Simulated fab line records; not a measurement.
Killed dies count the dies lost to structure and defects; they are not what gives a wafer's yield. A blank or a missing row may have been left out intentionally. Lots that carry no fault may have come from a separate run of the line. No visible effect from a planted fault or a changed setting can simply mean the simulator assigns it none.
Chamber matching ; flow gf180mcu ; 4 sister chambers for GF_STI_ETCH_14 on rie si-01
The step etches Si in HBr/Cl2/O2, target depth 360 nm, time 102.9 s. 14 wafers are shown with their chamber, then 7 later ones without.

== WAFERS, EACH WITH ITS CHAMBER ==
wafer;chamber;oes product au (a.u.);throttle valve pct (%)
L145.2;1;1.001;25.664
L145.5;1;1.003;25.653
L145.6;2;1.003;25.633
L147.2;2;1.005;25.664
L147.3;0;0.999;25.653
L147.4;3;0.990;25.666
L151.2;0;0.998;25.644
L151.3;3;0.995;25.661
L151.5;2;1.005;25.660
L155.4;3;0.998;25.659
L155.5;3;1.004;25.661
L155.6;2;1.005;25.647
L160.3;3;0.994;25.645
L160.4;0;0.992;25.666

SIGNATURES (averages over the wafers above)
reading;chamber 0;chamber 1;chamber 2;chamber 3;scatter within a chamber
oes product au;0.99633;1.00200;1.00450;0.99620;0.00377
throttle valve pct;25.65433;25.65850;25.65100;25.65840;0.0107
Rule: distance of a wafer from a chamber = root of the sum over the readings of ((wafer's reading minus chamber's mean) / reading's scatter) squared. If the next closest chamber is less than 2 further off than the closest, the wafer can't be placed; otherwise it belongs to the closest. The scatter: the root of (the sum of the squares of (reading less its chamber's mean) over the shown wafers, divided by (wafers less chambers)).

== WAFERS WITHOUT THEIR CHAMBER ==
wafer;oes product au (a.u.);throttle valve pct (%)
L160.5;1.003;25.649
L161.2;0.991;25.648
L161.3;1.000;25.661
L161.4;1.006;25.660
L162.1;0.984;25.669
L162.2;0.986;25.668
L162.3;0.999;25.661

== EACH ONE'S CHAMBER ==
wafer;from the rows above;in truth
L160.5;can't be placed: 2 or 1 or 0 or 3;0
L161.2;can't be placed: 0 or 3 or 1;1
L161.3;can't be placed: 1 or 3 or 0 or 2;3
L161.4;can't be placed: 2 or 1 or 3 or 0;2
L162.1;can't be placed: 3 or 0 or 1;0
L162.2;can't be placed: 3 or 0 or 1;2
L162.3;can't be placed: 3 or 1 or 0 or 2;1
Correct placement for 0 of the 7. These rows do not allow placing 7 (true chamber among the candidates in 6). 0 placed wrongly.
